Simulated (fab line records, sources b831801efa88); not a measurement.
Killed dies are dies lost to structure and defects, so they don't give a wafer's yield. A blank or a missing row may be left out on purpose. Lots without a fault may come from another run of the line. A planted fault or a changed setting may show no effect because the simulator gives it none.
Chamber matching | flow sky130 | SKY_VIA2_HDPCVD_00 on hdpcvd-01: 3 sister chambers
The step deposits SiO2, target thk 1180 nm, time 196.7 s. 14 wafers are shown with their chamber, then 7 later ones without.

WAFERS WITH THEIR CHAMBER
wafer  | chamber | sih4_flow_sccm (sccm)
L728.3 | 1       | 59.77
L728.4 | 2       | 60.10
L728.5 | 0       | 60.03
L729.1 | 2       | 60.15
L729.5 | 1       | 59.72
L729.6 | 0       | 60.49
L730.3 | 0       | 60.20
L730.4 | 1       | 60.11
L730.6 | 0       | 60.01
L734.1 | 0       | 59.91
L734.4 | 1       | 59.80
L734.6 | 2       | 59.70
L735.2 | 2       | 59.88
L735.4 | 2       | 59.61

SIGNATURES (means of the wafers above)
reading        | chamber 0 | chamber 1 | chamber 2 | scatter within a chamber
sih4_flow_sccm | 60.1280   | 59.8500   | 59.8880   | 0.219
Rule: a wafer's distance from a chamber is the root of the sum, over the readings, of the square of ((its reading less the chamber's mean) divided by the reading's scatter). The wafer belongs to the nearest chamber; if the next one is less than 2 further off, it can't be placed. The scatter: the root of (the sum of the squares of (reading less its chamber's mean) over the shown wafers, divided by (wafers less chambers)).

WAFERS WITHOUT THEIR CHAMBER
wafer  | sih4_flow_sccm (sccm)
L735.5 | 59.96
L736.1 | 60.28
L736.2 | 60.04
L736.5 | 59.69
L742.1 | 60.11
L742.5 | 60.34
L742.6 | 60.11

WHICH CHAMBER EACH WENT THROUGH
wafer  | from the rows above          | in truth
L735.5 | can't be placed: 2 or 1 or 0 | 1
L736.1 | can't be placed: 0 or 2 or 1 | 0
L736.2 | can't be placed: 0 or 2 or 1 | 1
L736.5 | can't be placed: 1 or 2 or 0 | 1
L742.1 | can't be placed: 0 or 2 or 1 | 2
L742.5 | can't be placed: 0 or 2 or 1 | 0
L742.6 | can't be placed: 0 or 2 or 1 | 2
Placed correctly: 0 of 7. Can't be placed from these rows: 7 (the true chamber is among the candidates in 7). Placed wrongly: 0.
